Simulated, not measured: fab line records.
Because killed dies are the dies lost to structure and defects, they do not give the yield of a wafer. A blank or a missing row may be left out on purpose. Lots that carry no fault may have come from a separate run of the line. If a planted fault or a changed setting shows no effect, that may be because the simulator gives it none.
fab line records | flow gf180mcu
record lots=13 wafers=39 last-day=34
route steps=602 shown M4@471 V4@478 PASSIVATION@587
lots with no fault: from the same line, run without faults
start-h: start of the lot's first displayed wafer, in hours after the record's first day | wait-h: how many hours have passed since the lot's step before this one | " the same as in the row above | L1.1+2: a row that stands for several wafers | - no value present, or no start provided | * or withheld: withheld | < > ~ a bound
route shown NAME@n: NAME is a module with steps in the file, n the number in the route of the first one | usual: average and standard deviation across the fault-free wafers | same: alike in all rows | chamber/n: place in a boat | sites: each site's reading | _std_site: how widely they spread, as a standard deviation | _edge_site: outer sites' mean less inner sites' | radius-mm: for every site, how far away it sits from the centre of the wafer | mask NAME#n: copy n | behind: the last tool/chamber to shape the wafer | hold: reason for holding the lot/hours on hold/outcome of the hold | device: whichever transistor did not switch (one of n, p or np) | end of line: at the end of the route, the tests of the same wafers | where a step has no rows: the recipe by itself | killed: dies lost to structure and defects at the first sort, not the wafer's yield | map: a wafer's dies, marking killed ones x, the rest . and places with no die _
set.NAME: the setting as run; set.NAME@STEP: as run at that earlier step | model.NAME: the simulator's own value behind a step, which no gauge read
the route's steps for a sample of lots (tables are steps, rows are wafers)
services: a tool's chamber out of use, with start hour (start-h, from the record's first day; less than 0 if before it), hours out, and reason
## steps
# step GF_M4_OVL_MEAS_15
# usual M4_OVL=0/5.4
# columns lot.wafer tool chamber start-h wait-h M4_OVL[nm]
L200.3 overlay-01 - 539.07 0.1 -3
L200.5 " - " " -5
L200.6 " - " " -2
L203.2 overlay-02 - 567.00 0.1 -5
L203.3 " - " " 1
L203.5 " - " " -1
L206.4 overlay-01 - 600.12 0.1 4
L206.5 " - " " -2
L206.6 " - " " 6
L210.1 overlay-01 - 630.01 0.1 -2
L210.5 " - " " 1
L210.6 " - " " -3
L211.3 overlay-02 - 636.80 0.1 -1
L211.4 " - " " -5
L211.5 " - " " -6
L212.2 overlay-02 - 638.16 0.1 3
L212.3 " - " " -1
L212.4 " - " " 5
L215.2 overlay-02 - 660.94 0.1 8
L215.3 " - " " 8
L215.4 " - " " 13
L216.4 overlay-01 - 667.38 0.1 10
L216.5 " - " " 10
L216.6 " - " " 12
L217.2 overlay-01 - 669.09 0.1 -1
L217.3 " - " " 0
L217.5 " - " " -5
L218.3 overlay-01 - 684.95 0.1 -5
L218.4 " - " " -4
L218.5 " - " " -6
L220.2 overlay-02 - 700.12 0.1 -1
L220.5 " - " " 2
L220.6 " - " " -4
L221.2 overlay-01 - 709.52 0.1 -3
L221.3 " - " " 4
L221.5 " - " " -5
L222.1 overlay-01 - 711.42 0.1 1
L222.3 " - " " 7
L222.5 " - " " 0
# step GF_V4_CVD_02
# recipe material=SiO2 target-thk-nm=850 precursor=TEOS temp-c=400 time-s=94.851 rf-w=600
# usual heater-power-w=666/90 rf-fwd-power-W=596.4/1.9
# columns lot.wafer tool chamber start-h wait-h heater-power-w rf-fwd-power-W
L200.3 pecvd-04 1 539.89 0.0 676 596.3
L200.5 " 1 " " 546 595.9
L200.6 " 2 " " 717 596.9
L203.2 pecvd-04 0 567.85 0.0 617 597.1
L203.3 " 1 " " 677 599.5
L203.5 " 0 " " 662 598.3
L206.4 pecvd-04 1 601.35 0.1 538 592.8
L206.5 " 2 " " 745 595.1
L206.6 " 0 " " 628 595.7
L210.1 pecvd-04 0 630.87 0.1 604 597.0
L210.5 " 2 " " 732 593.9
L210.6 " 1 " " 537 598.5
L211.3 pecvd-04 1 637.65 0.0 661 595.8
L211.4 " 0 " " 658 596.9
L211.5 " 1 " " 552 596.5
L212.2 pecvd-03 0 639.02 0.0 663 595.0
L212.3 " 1 " " 726 597.1
L212.4 " 1 " " 759 598.3
L215.2 pecvd-04 1 661.77 0.0 696 598.2
L215.3 " 0 " " 603 596.6
L215.4 " 0 " " 648 595.8
L216.4 pecvd-03 0 668.23 0.1 678 595.0
L216.5 " 1 " " 695 596.3
L216.6 " 2 " " 787 596.2
L217.2 pecvd-02 0 669.92 0.0 776 595.0
L217.3 " 2 " " 607 594.3
L217.5 " 0 " " 806 594.9
L218.3 pecvd-03 1 685.78 0.0 684 598.3
L218.4 " 2 " " 871 594.1
L218.5 " 1 " " 742 599.7
L220.2 pecvd-04 0 700.94 0.0 607 597.0
L220.5 " 1 " " 601 597.7
L220.6 " 0 " " 702 595.6
L221.2 pecvd-03 0 710.38 0.0 714 593.8
L221.3 " 2 " " 887 599.5
L221.5 " 0 " " 735 596.2
L222.1 pecvd-02 0 712.25 0.1 815 597.0
L222.3 " 1 " " 496 598.8
L222.5 " 2 " " 711 595.1
# step GF_V4_ETCH_16
# recipe chemistry=N2/H2 target-depth-a=withheld overetch-a=withheld time-s=withheld target=BARC ion-energy-ev=200 source-w=500 bias-w=100 pressure-mtorr=30 n2-flow-sccm=100 h2-flow-sccm=200
# usual bias-w=99.98/0.29 drypump-motor-current-A=5.7/0.39 oes-product-au=0.854/0.0048 throttle-valve-pct=13.225/0.0088
# columns lot.wafer tool chamber start-h wait-h bias-w drypump-motor-current-A oes-product-au throttle-valve-pct
L200.3 rie-diel-02 3 562.85 0.0 99.75 5.7 0.852 13.213
L200.5 " 3 " " 100.11 5.8 0.854 13.214
L200.6 " 2 " " 99.98 5.5 0.852 13.237
L203.2 rie-diel-03 2 589.40 0.0 100.01 4.9 0.855 13.234
L203.3 " 3 " " 99.75 5.7 0.854 13.233
L203.5 " 3 " " 99.73 5.7 0.852 13.219
L206.4 rie-diel-04 1 622.40 0.0 100.24 6.1 0.864 13.234
L206.5 " 1 " " 99.56 6.1 0.859 13.230
L206.6 " 2 " " 99.48 6.1 0.864 13.227
L210.1 rie-diel-02 3 652.10 0.0 100.09 5.7 0.863 13.220
L210.5 " 1 " " 100.59 5.4 0.858 13.231
L210.6 " 0 " " 99.86 5.7 0.858 13.224
L211.3 rie-diel-04 0 658.48 0.0 99.93 6.1 0.855 13.223
L211.4 " 1 " " 100.15 6.1 0.853 13.232
L211.5 " 3 " " 100.06 5.9 0.843 13.238
L212.2 rie-diel-02 2 659.54 0.0 100.12 5.5 0.845 13.221
L212.3 " 3 " " 100.18 5.7 0.847 13.246
L212.4 " 1 " " 100.22 5.4 0.855 13.230
L215.2 rie-diel-03 1 681.43 0.0 99.91 5.0 0.857 13.210
L215.3 " 0 " " 100.24 5.8 0.842 13.216
L215.4 " 2 " " 100.03 4.9 0.850 13.224
L216.4 rie-diel-04 0 686.98 0.0 99.70 6.0 0.850 13.221
L216.5 " 1 " " 100.06 6.1 0.858 13.219
L216.6 " 0 " " 100.29 6.1 0.844 13.227
L217.2 rie-diel-04 1 690.53 0.0 99.94 6.1 0.856 13.225
L217.3 " 0 " " 100.07 6.0 0.858 13.234
L217.5 " 2 " " 99.29 6.0 0.856 13.209
L218.3 rie-diel-03 0 704.97 0.0 99.78 5.8 0.848 13.228
L218.4 " 3 " " 99.57 5.6 0.854 13.225
L218.5 " 2 " " 99.46 4.9 0.855 13.214
L220.2 rie-diel-04 2 719.88 0.0 99.95 6.0 0.854 13.213
L220.5 " 3 " " 99.82 5.8 0.857 13.231
L220.6 " 2 " " 100.06 6.0 0.854 13.232
L221.2 rie-diel-02 3 728.63 0.0 100.28 5.7 0.854 13.217
L221.3 " 2 " " 100.09 5.5 0.857 13.232
L221.5 " 0 " " 100.19 5.7 0.851 13.221
L222.1 rie-diel-03 1 730.34 0.0 100.03 5.0 0.855 13.220
L222.3 " 2 " " 99.40 4.9 0.852 13.246
L222.5 " 2 " " 100.14 4.9 0.860 13.237
# step GF_PASSIVATION_CVD_00
# recipe material=SiO2 target-thk-nm=1000 precursor=TEOS temp-c=400 time-s=111.95 rf-w=600
# usual heater-power-w=658/110 rf-fwd-power-W=596.8/2
# columns lot.wafer tool chamber start-h wait-h heater-power-w rf-fwd-power-W
L200.3 pecvd-02 2 650.56 0.0 713 592.7
L200.5 " 1 " " 563 595.6
L200.6 " 2 " " 570 593.8
L203.2 pecvd-01 2 674.68 0.0 549 598.7
L203.3 " 1 " " 617 691.7
L203.5 " 2 " " 461 599.9
L206.4 pecvd-01 2 705.66 0.0 537 596.2
L206.5 " 1 " " 635 690.1
L206.6 " 0 " " 655 596.0
L210.1 pecvd-03 1 732.98 0.0 773 599.3
L210.5 " 1 " " 632 598.7
L210.6 " 2 " " 836 598.4
L211.3 pecvd-03 1 734.92 0.0 697 599.5
L211.4 " 1 " " 759 597.5
L211.5 " 0 " " 683 596.1
L212.2 pecvd-02 1 738.38 0.0 584 595.9
L212.3 " 0 " " 741 597.2
L212.4 " 2 " " 687 592.9
L215.2 pecvd-03 0 756.77 0.0 754 596.8
L215.3 " 2 " " 806 598.9
L215.4 " 0 " " 581 595.9
L216.4 pecvd-01 0 763.41 0.0 615 598.6
L216.5 " 1 " " 669 597.9
L216.6 " 2 " " 451 593.8
L217.2 pecvd-02 2 766.17 0.0 610 594.5
L217.3 " 0 " " 809 594.6
L217.5 " 1 " " 539 595.1
L218.3 pecvd-03 1 778.71 0.0 724 597.0
L218.4 " 2 " " 898 594.7
L218.5 " 0 " " 671 601.2
L220.2 pecvd-03 2 790.71 0.0 744 595.6
L220.5 " 0 " " 576 596.9
L220.6 " 2 " " 814 594.7
L221.2 pecvd-01 2 799.62 0.0 520 598.3
L221.3 " 1 " " 668 593.5
L221.5 " 2 " " 558 598.9
L222.1 pecvd-03 1 800.57 0.0 687 595.3
L222.3 " 2 " " 848 598.3
L222.5 " 2 " " 904 598.6
## services
# columns tool chamber start-h hours kind
pecvd-02 - 532.55 14.6 pm
rie-diel-02 3 535.80 8.0 repair
rie-diel-03 - 552.00 14.6 pm
pecvd-02 0 558.29 9.0 repair
rie-diel-04 3 569.24 8.8 repair
rie-diel-02 1 589.34 3.4 repair
pecvd-03 - 591.12 14.0 pm
rie-diel-03 1 619.96 13.2 repair
pecvd-03 0 623.40 5.0 repair
rie-diel-02 2 627.23 6.3 repair
rie-diel-02 0 629.10 2.2 repair
pecvd-02 - 655.09 2.8 pm
rie-diel-04 3 660.99 6.9 repair
pecvd-03 - 663.28 2.8 pm
rie-diel-03 0 685.30 3.3 repair
rie-diel-02 3 694.19 6.9 repair
pecvd-04 2 697.01 6.2 repair
pecvd-03 2 705.65 4.6 repair
rie-diel-04 - 724.07 15.6 pm
rie-diel-04 3 749.90 7.6 repair
pecvd-02 - 754.26 5.5 pm
pecvd-04 - 767.42 0.6 repair
pecvd-03 - 768.48 0.6 repair
pecvd-02 - 799.38 14.0 pm
## key
first-sign step=GF_PASSIVATION_CVD_00 reading=rf-fwd-power-W direction=up sigmas=47 usual=596.8 struck=690.9
effect none on later readings
met-at GF_PASSIVATION_CVD_00
struck-lots L203,L206
struck-wafers L203.3,L206.5
not-acting-at GF_M4_OVL_MEAS_15,GF_V4_CVD_02,GF_V4_ETCH_16
fault kind=process-parameter-drift tool=pecvd-01 chamber=1 onset-h=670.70 steps=GF_PASSIVATION_CVD_00 channel=rf-w offset=96 shape=step end-h=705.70 acts-in=these-recipes-only stated=600
